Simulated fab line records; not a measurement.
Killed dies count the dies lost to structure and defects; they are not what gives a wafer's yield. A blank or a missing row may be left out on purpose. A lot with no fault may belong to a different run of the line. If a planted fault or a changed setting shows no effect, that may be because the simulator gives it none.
Which tool was responsible?	flow sky130	72 wafers from 24 lots sampled at 6 of the route's 708 steps

WHAT THE GAUGES READ, wafer by wafer
SKY_CAPM_THK_MEAS_01.
lot	measured	on	CAPM_CVD_00_THK (nm)
L074	day 36 08:20	filmMetro-03	15.39 15.73 15.90
L075	day 36 10:59	filmMetro-03	15.42 15.62 15.73
L076	day 36 16:17	filmMetro-03	15.13 15.47 15.46
L077	day 37 09:50	filmMetro-04	15.11 15.50 15.61
L078	day 37 10:28	filmMetro-03	15.67 15.34 15.58
L079	day 38 01:40	filmMetro-03	15.24 15.61 15.49
L080	day 38 14:16	filmMetro-04	15.61 15.61 15.59
L081	day 38 16:34	filmMetro-04	15.66 15.32 15.87
L082	day 39 00:57	filmMetro-04	15.19 15.51 15.66
L084	day 39 12:45	filmMetro-03	15.52 16.14 15.44
L083	day 39 12:17	filmMetro-04	15.02 15.85 15.40
L085	day 39 21:55	filmMetro-03	15.19 15.82 15.44
L086	day 39 23:53	filmMetro-03	15.21 15.43 15.55
L087	day 40 15:25	filmMetro-04	15.20 15.53 15.35
L088	day 40 18:45	filmMetro-02	15.89 16.00 15.66
L089	day 41 09:55	filmMetro-03	14.97 15.22 15.33
L090	day 41 15:45	filmMetro-04	15.44 15.58 15.52
L091	day 41 19:19	filmMetro-04	15.45 15.89 15.50
L092	day 41 22:07	filmMetro-04	15.33 15.33 15.68
L093	day 42 06:21	filmMetro-04	15.25 15.38 15.82
L095	day 42 09:44	filmMetro-03	15.30 15.45 15.64
L094	day 42 15:59	filmMetro-02	15.28 15.49 15.69
L096	day 42 20:14	filmMetro-03	15.52 15.02 15.21
L097	day 43 13:28	filmMetro-04	14.96 15.16 15.16

SKY_VIA3_OVL_MEAS_13.
lot	measured	on	VIA3_OVL (nm)
L074	day 39 15:14	overlay-01	-8 -3 -4
L075	day 39 16:31	overlay-02	-7 -8 -9
L076	day 39 21:23	overlay-01	0 4 -5
L077	day 40 15:34	overlay-01	-7 -8 -10
L078	day 40 15:58	overlay-01	-3 -2 2
L079	day 41 05:31	overlay-02	-8 -5 -9
L080	day 41 18:46	overlay-02	6 7 0
L081	day 41 20:11	overlay-01	-9 -4 -1
L082	day 42 02:52	overlay-01	-5 -3 2
L084	day 42 16:01	overlay-01	0 -3 -2
L083	day 42 15:23	overlay-02	6 -1 4
L085	day 42 23:55	overlay-01	-3 1 1
L086	day 43 00:37	overlay-02	-3 10 3
L087	day 43 20:01	overlay-02	2 4 3
L088	day 43 20:23	overlay-01	-1 -1 -7
L089	day 44 08:02	overlay-02	-2 0 -1
L090	day 44 14:44	overlay-01	12 11 14
L091	day 44 18:41	overlay-01	-7 -11 1
L092	day 44 21:25	overlay-01	-4 -2 -11
L093	day 45 04:16	overlay-02	-15 -8 -5
L095	day 45 06:26	overlay-01	-4 -6 -4
L094	day 45 12:28	overlay-01	7 4 5
L096	day 45 16:08	overlay-01	0 -1 5
L097	day 46 08:04	overlay-02	3 1 3

EACH LOT AND THE TOOL THAT RAN IT (in order: tool; ch and the chambers of the sampled wafers; start)
lot	SKY_LOCAL_INTERCONNECT_SPUTTER_00	SKY_CONTACT_SOFTBAKE_10	SKY_VIA1_CMP_02	SKY_CAPM_STRIP_14
L074	pvdSputter-01, day 29 02:30	lithoTrack-03 ch 0, day 32 18:06 or earlier	cmp-02 ch 0,2,3, day 32 18:06	plasmaAsher-01 ch 0,1, day 37 10:22
L075	pvdSputter-01, day 29 06:30	lithoTrack-01 ch 0, day 32 21:37 or earlier	cmp-01 ch 0,1, day 32 21:37	plasmaAsher-04 ch 0,1, day 37 12:19
L076	pvdSputter-04, day 29 13:11	lithoTrack-04 ch 0, day 33 03:13 or earlier	cmp-02 ch 1,2,3, day 33 03:13	plasmaAsher-01 ch 0,1, day 37 17:35
L077	pvdSputter-04, day 30 06:28	lithoTrack-04 ch 0, day 33 20:09 or earlier	cmp-02 ch 0,2,3, day 33 20:09	plasmaAsher-01 ch 0,1, day 38 11:28
L078	pvdSputter-03, day 30 06:41	lithoTrack-01 ch 0, day 33 20:59 or earlier	cmp-02 ch 0,2,3, day 33 20:59	plasmaAsher-04 ch 0,1, day 38 12:05
L079	pvdSputter-01, day 30 23:39	lithoTrack-04 ch 0, day 34 13:58 or earlier	cmp-02 ch 0,1,3, day 34 13:58	plasmaAsher-02 ch 1, day 39 02:58
L080	pvdSputter-01, day 31 13:08	lithoTrack-03 ch 0, day 35 03:30 or earlier	cmp-01 ch 0,1, day 35 03:30	plasmaAsher-02 ch 0,1, day 39 15:37
L081	pvdSputter-03, day 31 17:47	lithoTrack-01 ch 0, day 35 06:55 or earlier	cmp-02 ch 1,2,3, day 35 06:55	plasmaAsher-02 ch 0,1, day 39 17:32
L082	pvdSputter-04, day 32 02:01	lithoTrack-03 ch 0, day 35 15:29 or earlier	cmp-02 ch 1,2, day 35 15:29	plasmaAsher-04 ch 0, day 40 01:19
L084	pvdSputter-03, day 32 13:40	lithoTrack-03 ch 0, day 36 02:25 or earlier	cmp-02 ch 1,2, day 36 02:25	plasmaAsher-01 ch 0,1, day 40 13:20
L083	pvdSputter-01, day 32 13:41	lithoTrack-01 ch 0, day 36 03:33 or earlier	cmp-02 ch 0,3, day 36 03:33	plasmaAsher-04 ch 0,1, day 40 13:06
L085	pvdSputter-01, day 32 23:04	lithoTrack-03 ch 0, day 36 11:45 or earlier	cmp-01 ch 1,2, day 36 11:45	plasmaAsher-04 ch 0,1, day 40 22:52
L086	pvdSputter-03, day 33 04:58	lithoTrack-01 ch 0, day 36 15:45 or earlier	cmp-01 ch 1,2, day 36 15:45	plasmaAsher-01 ch 0, day 40 23:28
L087	pvdSputter-04, day 33 19:34	lithoTrack-04 ch 0, day 37 07:27 or earlier	cmp-01 ch 0,2, day 37 07:27	plasmaAsher-01 ch 1, day 41 18:53
L088	pvdSputter-03, day 33 22:36	lithoTrack-03 ch 0, day 37 11:11 or earlier	cmp-02 ch 2,3, day 37 11:11	plasmaAsher-02 ch 0,1, day 41 18:59
L089	pvdSputter-04, day 34 16:58	lithoTrack-03 ch 0, day 38 03:17 or earlier	cmp-01 ch 0,1,3, day 38 03:17	plasmaAsher-04 ch 0,1, day 42 09:01
L090	pvdSputter-04, day 34 19:20	lithoTrack-03 ch 0, day 38 07:46 or earlier	cmp-01 ch 0,3, day 38 07:46	plasmaAsher-01 ch 0,1, day 42 15:24
L091	pvdSputter-03, day 35 01:04	lithoTrack-03 ch 0, day 38 11:52 or earlier	cmp-01 ch 0,1,3, day 38 11:52	plasmaAsher-04 ch 0,1, day 42 19:01
L092	pvdSputter-01, day 35 05:55	lithoTrack-01 ch 0, day 38 15:19 or earlier	cmp-01 ch 1,3, day 38 15:19	plasmaAsher-04 ch 0,1, day 42 21:29
L093	pvdSputter-04, day 35 16:19	lithoTrack-04 ch 0, day 39 01:59 or earlier	cmp-02 ch 1,2,3, day 39 01:59	plasmaAsher-04 ch 0,1, day 43 05:49
L095	pvdSputter-01, day 35 21:07	lithoTrack-04 ch 0, day 39 04:58 or earlier	cmp-02 ch 0,2,3, day 39 04:58	plasmaAsher-02 ch 0,1, day 43 08:46
L094	pvdSputter-04, day 36 02:10	lithoTrack-04 ch 0, day 39 10:38 or earlier	cmp-02 ch 0,1,2, day 39 10:38	plasmaAsher-04 ch 0,1, day 43 14:16
L096	pvdSputter-04, day 36 05:02	lithoTrack-01 ch 0, day 39 14:11 or earlier	cmp-02 ch 1,2,3, day 39 14:11	plasmaAsher-04 ch 0,1, day 43 19:31
L097	pvdSputter-04, day 37 01:31	lithoTrack-04 ch 0, day 40 09:26 or earlier	cmp-01 ch 0,2,3, day 40 09:26	plasmaAsher-02 ch 0,1, day 44 11:38
- SKY_LOCAL_INTERCONNECT_SPUTTER_00: material TiN, target thk 100 nm, time 83.3 s.
- SKY_CONTACT_SOFTBAKE_10: time 91.97 s.
- SKY_VIA1_CMP_02: polishes SiO2.
- SKY_CAPM_STRIP_14: strips in O2/N2.

WHAT THE TOOLS THEMSELVES READ (means of the sampled wafers that have a number; where no wafer has one, the mark that the record gives instead)
SKY_LOCAL_INTERCONNECT_SPUTTER_00.
lot	tool	substrateTempC (C)	throttleValvePct (%)
L074	pvdSputter-01	300.06	30.6
L075	pvdSputter-01	299.87	30.5
L076	pvdSputter-04	299.98	30.8
L077	pvdSputter-04	299.98	30.5
L078	pvdSputter-03	299.99	30.3
L079	pvdSputter-01	299.90	30.5
L080	pvdSputter-01	300.01	31.4
L081	pvdSputter-03	299.92	30.3
L082	pvdSputter-04	299.78	30.4
L084	pvdSputter-03	299.86	30.3
L083	pvdSputter-01	300.08	31.1
L085	pvdSputter-01	299.99	30.1
L086	pvdSputter-03	300.04	30.0
L087	pvdSputter-04	299.92	31.2
L088	pvdSputter-03	299.98	30.1
L089	pvdSputter-04	300.11	31.1
L090	pvdSputter-04	300.03	30.8
L091	pvdSputter-03	299.99	29.8
L092	pvdSputter-01	299.86	30.2
L093	pvdSputter-04	300.02	30.6
L095	pvdSputter-01	299.99	30.8
L094	pvdSputter-04	299.95	30.4
L096	pvdSputter-04	299.91	31.0
L097	pvdSputter-04	299.88	30.8

SKY_CONTACT_SOFTBAKE_10.
lot	tool	exhaustPa (Pa)	plateSensorTCentreC (C)	plateSensorTEdgeC (C)
L074	lithoTrack-03	44.3	100.86	100.95
L075	lithoTrack-01	44.3	100.88	100.94
L076	lithoTrack-04	44.3	100.88	100.95
L077	lithoTrack-04	46.4	100.89	100.94
L078	lithoTrack-01	44.4	100.88	100.97
L079	lithoTrack-04	45.7	100.88	100.96
L080	lithoTrack-03	45.2	100.88	100.95
L081	lithoTrack-01	46.1	100.88	100.96
L082	lithoTrack-03	44.3	100.88	100.95
L084	lithoTrack-03	46.1	100.88	100.95
L083	lithoTrack-01	44.6	100.88	100.95
L085	lithoTrack-03	44.5	100.88	100.96
L086	lithoTrack-01	44.6	100.89	100.95
L087	lithoTrack-04	44.3	100.88	100.96
L088	lithoTrack-03	45.6	100.87	100.95
L089	lithoTrack-03	44.6	100.88	100.96
L090	lithoTrack-03	44.3	100.88	100.96
L091	lithoTrack-03	44.3	100.88	100.95
L092	lithoTrack-01	45.2	100.89	100.96
L093	lithoTrack-04	45.0	100.89	100.95
L095	lithoTrack-04	43.6	100.88	100.97
L094	lithoTrack-04	45.6	100.87	100.96
L096	lithoTrack-01	44.3	100.88	100.94
L097	lithoTrack-04	45.9	100.89	100.95

SKY_VIA1_CMP_02.
lot	tool	motorCurrentA (A)
L074	cmp-02	11.8
L075	cmp-01	10.3
L076	cmp-02	11.7
L077	cmp-02	11.6
L078	cmp-02	11.7
L079	cmp-02	11.4
L080	cmp-01	10.3
L081	cmp-02	12.2
L082	cmp-02	11.9
L084	cmp-02	12.1
L083	cmp-02	11.5
L085	cmp-01	10.3
L086	cmp-01	10.7
L087	cmp-01	11.4
L088	cmp-02	11.8
L089	cmp-01	10.3
L090	cmp-01	10.9
L091	cmp-01	10.5
L092	cmp-01	9.9
L093	cmp-02	12.0
L095	cmp-02	11.5
L094	cmp-02	11.8
L096	cmp-02	11.8
L097	cmp-01	12.0

SKY_CAPM_STRIP_14.
lot	tool	drypumpMotorCurrentA (A)	oesProductAu (a.u.)	stripTimeToEndpointS (s)
L074	plasmaAsher-01	6.4	0.708	12.39
L075	plasmaAsher-04	6.0	0.711	12.40
L076	plasmaAsher-01	6.2	0.709	12.36
L077	plasmaAsher-01	6.4	0.706	12.40
L078	plasmaAsher-04	6.0	0.712	12.41
L079	plasmaAsher-02	5.6	0.714	12.43
L080	plasmaAsher-02	5.9	0.707	12.46
L081	plasmaAsher-02	5.8	0.712	12.42
L082	plasmaAsher-04	5.4	0.710	12.40
L084	plasmaAsher-01	6.4	0.715	12.44
L083	plasmaAsher-04	6.0	0.716	12.40
L085	plasmaAsher-04	6.0	0.710	12.43
L086	plasmaAsher-01	6.7	0.714	12.43
L087	plasmaAsher-01	5.9	0.710	12.35
L088	plasmaAsher-02	5.8	0.712	12.40
L089	plasmaAsher-04	5.7	0.705	12.41
L090	plasmaAsher-01	6.2	0.713	12.39
L091	plasmaAsher-04	6.1	0.709	12.40
L092	plasmaAsher-04	5.7	0.710	12.37
L093	plasmaAsher-04	6.0	0.709	12.40
L095	plasmaAsher-02	5.9	0.713	12.39
L094	plasmaAsher-04	5.7	0.713	12.43
L096	plasmaAsher-04	6.1	0.713	12.38
L097	plasmaAsher-02	5.9	0.709	12.44

THE ANSWER, worked out from the rows above alone
Rule: the usual values come from the lots themselves. Put in order of their means at a reading, lots are off if they are a third of the lots or fewer, leave a main group of 4 or more, and stand apart from it by a gap of 3 or more times the standard deviation of the main group's means; of several such gaps the widest counts. The tables above print the reading to a certain number of digits; a main group whose means all agree to those digits is not used. Also off: a lot with no number at a reading for which 4 or more lots have one. All remaining lots with rows at the step are treated as sound. First the gauges in route order, then the tools' own readings, where a lot's mean is used as printed above. The first step at which some lot is off is used, and at that step the reading that is off furthest; a lot without a number counts as furthest.
No lot is off at any reading shown: from this, nothing can be told.

WHAT THE SIMULATOR HAD INSERTED
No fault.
